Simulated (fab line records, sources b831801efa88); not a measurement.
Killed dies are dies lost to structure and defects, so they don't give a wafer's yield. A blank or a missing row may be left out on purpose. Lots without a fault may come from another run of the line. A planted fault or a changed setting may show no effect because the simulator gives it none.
A struck lot beside a sound one | flow sfq_line | 20 steps out of a route of 325
Sound: wafers L102.1, L102.5, L102.6. Struck: wafer L118.6. (L118.5 of the same lot was not struck and is left out.) The cause comes at the end.
At each step with rows: each side's tool, then ch and its chambers, then its first start. Under that, the readings that differ: sound wafers | struck wafers | difference of the means | sigmas: that difference in standard deviations of wafers without a fault.
alike: readings whose means differ by less than 2 such deviations, and words and numbers that are the same on both sides. not compared: withheld readings, readings that some wafer has no value for, bounds like >300 that may hide the same value, and numbers for which the record gives no deviation and whose values overlap.
The two part at a step that has a row with sigmas, a row that says differs or no value, or rows on one side only. Numbers that don't overlap but have no deviation are shown without sigmas and don't part them. A reading that every wafer of one side lacks parts them only if that side has two wafers or more.

first, 3 steps without rows for these wafers: SFQ_TRILAYER_I3_VIA_LITHO_EXPOSE_086 (exposes mask I3, target cd 500 nm); SFQ_TRILAYER_I3_VIA_LITHO_PEB_088 (peb time 60 s); SFQ_TRILAYER_I3_VIA_LITHO_DEVELOP_087 (time 60 s).
SFQ_I3_OVL_MEAS_923:
  sound on overlay-01, day 44 15:26; struck on overlay-01, day 57 07:10
  alike: I3_OVL
SFQ_TRILAYER_I3_VIA_BARC_OPEN_VIA_ETCH_121: etches BARC in O2, target depth 125 nm, time 41.7 s.
  sound on rie_diel-04 ch 0,2,3, day 44 15:28; struck on rie_diel-02 ch 0, day 57 07:11
  alike: drypump_motor_current_A, oes_product_au
  not compared: rf_hours_counter_h
SFQ_TRILAYER_I3_VIA_ETCH_VIA_ETCH_088: etches SiO2 in CHF3, stops on Nb, target depth 260 nm.
  sound on rie_diel-04 ch 0,2,3, day 44 15:31; struck on rie_diel-02 ch 0, day 57 07:16
  alike: drypump_motor_current_A, oes_product_au
SFQ_TRILAYER_I3_VIA_STRIP_STRIP_089: strips in O2.
  sound on rie_metal-01 ch 0,1, day 44 15:38; struck on rie_metal-04 ch 1, day 57 07:43
  alike: drypump_motor_current_A, oes_product_au
  not compared: rf_hours_counter_h
then, 2 steps without rows for these wafers: SFQ_TRILAYER_I3_VIA_STRIP_SOLV_CLEAN_090 (cleans in NMP, time 600 s); SFQ_TRILAYER_M4_DEP_PRE_CLEAN_092 (time 22.5 s).
SFQ_TRILAYER_M4_DEP_SPUTTER_091: material Nb, target thk 200 nm, time 133.3 s.
  sound on pvd_sputter-04, day 44 16:37; struck on pvd_sputter-05, day 57 08:10
  alike: substrate_temp_c, throttle_valve_pct
SFQ_M4_RS_MEAS_924: measures by four-point-probe.
  sound on film_metro-03, day 44 16:42; struck on film_metro-03, day 57 08:18
  alike: M4_NB_RS
SFQ_TRILAYER_M4_LITHO_COAT_098: resist thk 62 nm.
  sound on litho_track-03 ch 0, day 44 16:53; struck on litho_track-02 ch 0, day 57 08:36
  reading                                              | sound             | struck | difference | sigmas
  model.BARC_of_TRILAYER_M4_LITHO_COAT_098.thk_nm (nm) | 61.58 61.78 61.72 | 58.02  | -3.67      |
  alike: resist_line_temp_C
then, 5 steps without rows for these wafers: SFQ_TRILAYER_M4_LITHO_COAT_093 (resist thk 600 nm); SFQ_TRILAYER_M4_LITHO_SOFTBAKE_097; SFQ_TRILAYER_M4_LITHO_EXPOSE_094 (exposes mask M4, target cd 500 nm); SFQ_TRILAYER_M4_LITHO_PEB_096 (peb time 60 s); SFQ_TRILAYER_M4_LITHO_DEVELOP_095 (time 60 s).
-- the record jumps here: 5 days lie between the struck wafers' starts before and after --
SFQ_M4_OVL_MEAS_926:
  sound on overlay-01, day 50 00:16; struck on overlay-02, day 62 15:46
  alike: M4_OVL
SFQ_TRILAYER_M4_BARC_OPEN_METAL_ETCH_123: etches BARC in O2, target depth 125 nm, time 41.7 s.
  sound on rie_metal-01 ch 0,1, day 50 00:18; struck on rie_metal-03 ch 0, day 62 15:50
  reading                  | sound             | struck | difference | sigmas
  oes_product_au (a.u.)    | 0.684 0.673 0.683 | 0.666  | -0.014     | -3
  model.etch.depth_nm (nm) | 61.58 61.78 61.72 | 58.02  | -3.67      |
  alike: drypump_motor_current_A
  not compared: rf_hours_counter_h
SFQ_TRILAYER_M4_ETCH_METAL_ETCH_096: etches Nb in Cl2/Ar, stops on SiO2, target depth 240 nm, time 120 s.
  sound on rie_metal-01 ch 0,1, day 50 00:22; struck on rie_metal-03 ch 0, day 62 15:56
  reading                     | sound          | struck | difference | sigmas
  drypump_motor_current_A (A) | 6.09 5.96 6.09 | 6.59   | +0.54      | +2
  alike: oes_product_au
  not compared: rf_hours_counter_h

WHERE THEY PART
First at SFQ_TRILAYER_M4_BARC_OPEN_METAL_ETCH_123; last, within this record, at SFQ_TRILAYER_M4_ETCH_METAL_ETCH_096.

WHY: what the simulator had put in
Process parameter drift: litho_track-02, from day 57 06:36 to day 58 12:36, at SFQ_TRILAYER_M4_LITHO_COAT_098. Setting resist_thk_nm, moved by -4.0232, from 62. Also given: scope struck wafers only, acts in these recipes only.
